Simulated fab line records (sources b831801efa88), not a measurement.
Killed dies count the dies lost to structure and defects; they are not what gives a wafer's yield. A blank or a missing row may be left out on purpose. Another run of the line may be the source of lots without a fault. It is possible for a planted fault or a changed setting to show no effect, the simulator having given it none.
Which tool is to blame?	flow gf180mcu	11 lots with 33 wafers sampled at 7 steps, on a route of 602 steps

== WHAT EACH GAUGE READ, for each wafer ==
GF_HV_LDD_OVL_MEAS_32. Usual: HV_LDD_02_OVL -1.1 nm, standard deviation 1.2.
lot	measured	on	HV_LDD_02_OVL (nm)	flag
L577	day 11 18:20	overlay-02	-0.6 -1.4 -2.0	
L582	day 13 11:21	overlay-01	-1.0 -1.8 0.1	
L585	day 14 11:26	overlay-02	-1.1 -1.5 -0.7	
L587	day 15 06:30	overlay-01	-2.4 -1.4 -2.0	
L588	day 15 14:05	overlay-01	-1.5 -3.1 -0.6	
L589	day 15 21:44	overlay-02	-1.6 -0.8 -2.9	
L590	day 16 03:54	overlay-02	-1.1 -2.1 1.6	
L591	day 16 10:15	overlay-02	-3.3 -1.2 -1.6	
L596	day 18 04:03	overlay-02	-1.6 -1.9 -1.7	
L597	day 18 06:02	overlay-01	-1.0 -2.2 -0.3	
L598	day 18 14:23	overlay-02	-0.8 1.2 0.2	

GF_HV_LDD_TW_MEAS_38. Usual: HV_LDD_3_TW 1434, standard deviation 13.
lot	measured	on	HV_LDD_3_TW	flag
L577	day 11 19:04	film-metro-01	1450 1435 1444	
L582	day 13 12:05	film-metro-04	1416 1421 1418	
L585	day 14 12:11	film-metro-03	1444 1441 1450	
L587	day 15 07:14	film-metro-01	1451 1438 1444	
L588	day 15 14:50	film-metro-01	1441 1445 1447	
L589	day 15 22:29	film-metro-03	1445 1443 1444	
L590	day 16 04:39	film-metro-01	1437 1441 1442	
L591	day 16 10:59	film-metro-01	1444 1445 1445	
L596	day 18 04:47	film-metro-01	1449 1439 1448	
L597	day 18 06:46	film-metro-04	1425 1422 1430	
L598	day 18 15:07	film-metro-03	1433 1450 1438	

GF_HV_LDD_THK_MEAS_57. Usual: HV_LDD_CVD_56_THK 90.1 nm, standard deviation 0.98.
lot	measured	on	HV_LDD_CVD_56_THK (nm)	flag
L577	day 12 17:38	film-metro-04	91.4 90.7 90.4	
L582	day 14 12:00	film-metro-03	89.8 89.9 89.6	
L585	day 15 12:20	film-metro-03	33.0 32.7 33.0	OFF
L587	day 16 07:36	film-metro-03	33.0 34.0 32.8	OFF
L588	day 16 16:17	film-metro-01	89.5 89.9 89.3	
L589	day 16 23:46	film-metro-01	89.1 89.2 89.1	
L590	day 17 06:28	film-metro-03	90.9 90.2 90.7	
L591	day 17 12:38	film-metro-03	89.6 90.8 90.2	
L596	day 19 07:56	film-metro-04	89.8 89.3 88.8	
L597	day 19 09:38	film-metro-04	88.2 88.7 88.7	
L598	day 19 18:26	film-metro-01	88.9 88.9 88.4	

GF_CONTACT_BOW_MEAS_05. Usual: CONTACT_BOW 66 um, standard deviation 6.3.
lot	measured	on	CONTACT_BOW (um)	flag
L577	day 15 09:07	film-metro-04	62 62 72	
L582	day 17 08:11	film-metro-03	71 79 65	
L585	day 18 11:49	film-metro-04	59 42 50	
L587	day 19 06:44	film-metro-03	45 52 47	
L588	day 19 17:40	film-metro-04	57 66 62	
L589	day 20 01:28	film-metro-04	69 78 74	
L590	day 20 08:32	film-metro-04	63 68 65	
L591	day 20 15:41	film-metro-01	63 67 57	
L596	day 22 11:38	film-metro-04	63 62 63	
L597	day 22 12:31	film-metro-04	59 67 62	
L598	day 22 19:36	film-metro-03	67 77 69	

== WHAT TOOL EACH LOT RAN ON (gives the tool, then ch and the chambers of the sampled wafers, and finally the start) ==
lot	GF_POLY_GATE_ETCH_13	GF_HV_LDD_CVD_56	GF_HV_LDD_ETCHBACK_58
L577	rie-si-02 ch 0,1,3, day 9 10:47	lpcvd-02 ch 0, day 12 16:13	rie-diel-02 ch 0,1,3, day 12 17:41
L582	rie-si-02 ch 0,2, day 10 23:11	lpcvd-02 ch 1, day 14 10:34	rie-diel-03 ch 1,2,3, day 14 12:03
L585	rie-si-01 ch 0,2, day 11 20:22	lpcvd-02 ch 1, day 15 10:53	rie-diel-03 ch 0,1,2, day 15 12:23
L587	rie-si-02 ch 1,3, day 12 14:55	lpcvd-02 ch 1, day 16 06:10	rie-diel-03 ch 1,3, day 16 07:40
L588	rie-si-01 ch 1,3, day 12 22:02	lpcvd-01 ch 1, day 16 14:50	rie-diel-02 ch 1,3, day 16 16:20
L589	rie-si-01 ch 0,2,3, day 13 03:56	lpcvd-01 ch 1, day 16 22:20	rie-diel-02 ch 1,3, day 16 23:50
L590	rie-si-01 ch 0,2,3, day 13 09:45	lpcvd-01 ch 0, day 17 05:00	rie-diel-03 ch 0,3, day 17 06:29
L591	rie-si-01 ch 0,2,3, day 13 16:16	lpcvd-01 ch 1, day 17 11:12	rie-diel-02 ch 0,2, day 17 12:41
L596	rie-si-02 ch 0,2,3, day 15 06:28	lpcvd-01 ch 0, day 19 06:29	rie-diel-01 ch 1,2,3, day 19 07:59
L597	rie-si-01 ch 0,1,3, day 15 07:53	lpcvd-02 ch 1, day 19 08:12	rie-diel-01 ch 0,1,2, day 19 09:41
L598	rie-si-02 ch 2,3, day 15 16:49	lpcvd-02 ch 0, day 19 17:00	rie-diel-02 ch 0,1,2, day 19 18:29
- GF_POLY_GATE_ETCH_13: etches poly-Si in HBr/Cl2, stops on SiO2, target depth 198.5 nm, time 69.6 s.
- GF_HV_LDD_CVD_56: deposits Si3N4 from DCS/NH3, target thk 90 nm, time 1543 s.
- GF_HV_LDD_ETCHBACK_58: etches Si3N4 in CH3F/O2, stops on SiO2, time 100 s, target depth 90 nm.

== WHAT THE TOOLS THEMSELVES READ (means of the sampled wafers that have a number; where no wafer has one, the mark that the record gives instead) ==
GF_POLY_GATE_ETCH_13. Usual: drypump-motor-current-A 5.7 A, standard deviation 0.36; oes-product-au 0.991 a.u., standard deviation 0.0071; throttle-valve-pct 33.684 %, standard deviation 0.01.
lot	tool	drypump-motor-current-A (A)	oes-product-au (a.u.)	throttle-valve-pct (%)	flag
L577	rie-si-02	5.6	0.988	33.686	
L582	rie-si-02	5.8	0.995	33.681	
L585	rie-si-01	5.7	0.985	33.692	
L587	rie-si-02	5.9	0.997	33.687	
L588	rie-si-01	5.4	0.990	33.688	
L589	rie-si-01	5.9	0.992	33.687	
L590	rie-si-01	5.9	0.984	33.678	
L591	rie-si-01	5.9	0.994	33.687	
L596	rie-si-02	5.6	0.997	33.690	
L597	rie-si-01	5.5	0.983	33.691	
L598	rie-si-02	5.8	1.000	33.690	

GF_HV_LDD_CVD_56. Usual: spike-tc-bottom-C 789.7 C, standard deviation 2.1; spike-tc-upper-C 771.2 C, standard deviation 1.4.
lot	tool	spike-tc-bottom-C (C)	spike-tc-upper-C (C)	flag
L577	lpcvd-02	787.4	772.3	
L582	lpcvd-02	787.8	771.4	
L585	lpcvd-02	788.2	771.7	
L587	lpcvd-02	787.3	770.6	
L588	lpcvd-01	790.7	771.9	
L589	lpcvd-01	792.5	770.3	
L590	lpcvd-01	792.0	771.5	
L591	lpcvd-01	791.0	771.4	
L596	lpcvd-01	791.6	771.0	
L597	lpcvd-02	787.7	771.2	
L598	lpcvd-02	788.2	773.7	

GF_HV_LDD_ETCHBACK_58. Usual: drypump-motor-current-A 5.7 A, standard deviation 0.36; oes-product-au 0.844 a.u., standard deviation 0.0072; throttle-valve-pct 10.561 %, standard deviation 0.0093.
lot	tool	drypump-motor-current-A (A)	oes-product-au (a.u.)	throttle-valve-pct (%)	flag
L577	rie-diel-02	5.9	0.849	10.564	
L582	rie-diel-03	5.6	0.838	10.558	
L585	rie-diel-03	5.5	0.550	10.515	OFF
L587	rie-diel-03	5.8	0.551	10.519	OFF
L588	rie-diel-02	5.9	0.837	10.559	
L589	rie-diel-02	5.8	0.840	10.565	
L590	rie-diel-03	5.9	0.846	10.561	
L591	rie-diel-02	5.8	0.844	10.556	
L596	rie-diel-01	5.6	0.835	10.560	
L597	rie-diel-01	5.5	0.837	10.550	
L598	rie-diel-02	5.9	0.835	10.562	

== THE ANSWER, worked out from the rows above alone ==
Rule: lot off if the mean of its wafers having a number is beyond 3 standard deviations from the usual mean. A lot without any number at a reading at which 4 lots or more have one is off too. All remaining lots with rows at the step are treated as sound. Order of review: gauges by route order, followed by the tools' own readings, for which a lot's mean as printed above is used. At the first step where some lot is off, the reading lying furthest off is the one used; lots without a number count as furthest.
Off: L585, L587, seen at GF_HV_LDD_THK_MEAS_57 (HV_LDD_CVD_56_THK).
If a tool, at a process step before that reading, ran all the lots that are off and no sound lot after the first of them, it fits. The gauges at GF_HV_LDD_THK_MEAS_57 aren't tried: what is off there is off at GF_HV_LDD_ETCHBACK_58 too, on other tools, and a gauge's error can't cause that. Of those tried, none fits.

== WHAT THE SIMULATOR PUT IN ==
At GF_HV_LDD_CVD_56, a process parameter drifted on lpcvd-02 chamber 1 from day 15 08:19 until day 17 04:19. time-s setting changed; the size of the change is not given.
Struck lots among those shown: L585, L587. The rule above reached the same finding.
